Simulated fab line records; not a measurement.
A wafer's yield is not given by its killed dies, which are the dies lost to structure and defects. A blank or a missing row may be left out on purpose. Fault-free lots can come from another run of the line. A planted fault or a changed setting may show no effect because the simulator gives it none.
A struck lot beside a sound one ; flow sky130 ; 14 steps out of a route of 708
Sound: wafers L104.1, L104.4, L104.6. Wafers struck: L112.3, L112.5, L112.6. The cause comes at the end.
For every step that has rows: the tool of each side, followed by ch and its chambers, followed by its first start. Under that, the readings that differ: sound wafers ; struck wafers ; difference of the means ; sigmas: that difference in standard deviations of wafers without a fault.
alike: readings with means less than 2 such deviations apart, plus words and numbers identical on both sides. not compared: withheld readings, readings lacking a value on some wafer, bounds such as >300 that could conceal the same value, and numbers that have no deviation in the record and whose values overlap.
The two part at a step that has a row with sigmas, a row that says differs or no value, or rows on one side only. Non-overlapping numbers with no deviation appear without sigmas and do not part them. A reading missing from all wafers of one side parts the sides only when that side holds two or more wafers.

first, 4 steps without rows for these wafers: SKY_VT_ADJUST_LVTN_SOFTBAKE_03; SKY_VT_ADJUST_LVTN_EXPOSE_04 (exposes mask NWM COMPLEMENT LESS NATIVE, target cd 840 nm); SKY_VT_ADJUST_LVTN_PEB_05; SKY_VT_ADJUST_LVTN_DEVELOP_06 (develop time 60 s).
SKY_VT_ADJUST_LVTN_OVL_MEAS_07:
  sound on overlay-01 at day 7 01:53; struck on overlay-02 at day 9 12:04
  alike: VT_ADJUST_LVTN_OVL
next, for these wafers, 1 step has no rows: SKY_VT_ADJUST_LVTN_IMPLANT_08.
SKY_VT_ADJUST_LVTN_STRIP_09: strips in O2/N2.
  sound on plasmaAsher-01 ch 0,1, day 7 02:04; struck on plasmaAsher-03 ch 0,1, day 9 12:16
  alike: drypumpMotorCurrentA, oesProductAu, stripTimeToEndpointS
  not compared: rfHoursCounterH
SKY_VT_ADJUST_LVTN_TW_MEAS_10:
  sound on filmMetro-04 at day 7 02:10; struck on filmMetro-03 at day 9 12:21
reading;sound;struck;difference;sigmas
VT_ADJUST_LVTN_TW;244.2 244.9 245.3;239.7 241.1 239.1;-4.8;-2
then, 4 steps without rows for these wafers: SKY_VT_ADJUST_LVTN_DEHYDRATE_11 (time 60 s); SKY_VT_ADJUST_LVTN_HMDS_12 (prime time 60 s); SKY_VT_ADJUST_LVTN_COAT_13 (resist thk 1140 nm); SKY_VT_ADJUST_LVTN_SOFTBAKE_14 (time 60 s).
SKY_VT_ADJUST_LVTN_EXPOSE_15: exposes mask HVN STD DERIVED, target cd 600 nm.
  struck on ilineStepper-01, day 9 23:20; sound on ilineStepper-02 ch 0, day 7 12:21
  no value came back on the struck wafers for exposureDoseMJCm2, focusOffsetNm (nm); on the sound wafers exposureDoseMJCm2 reads 163.19 163.27 162.99
  alike: mask
next, for these wafers, 1 step has no rows: SKY_VT_ADJUST_LVTN_PEB_16.

WHERE THEY PART
Last at SKY_VT_ADJUST_LVTN_EXPOSE_15 as far as this record goes, first at SKY_VT_ADJUST_LVTN_TW_MEAS_10.

WHY: the cause the simulator had injected
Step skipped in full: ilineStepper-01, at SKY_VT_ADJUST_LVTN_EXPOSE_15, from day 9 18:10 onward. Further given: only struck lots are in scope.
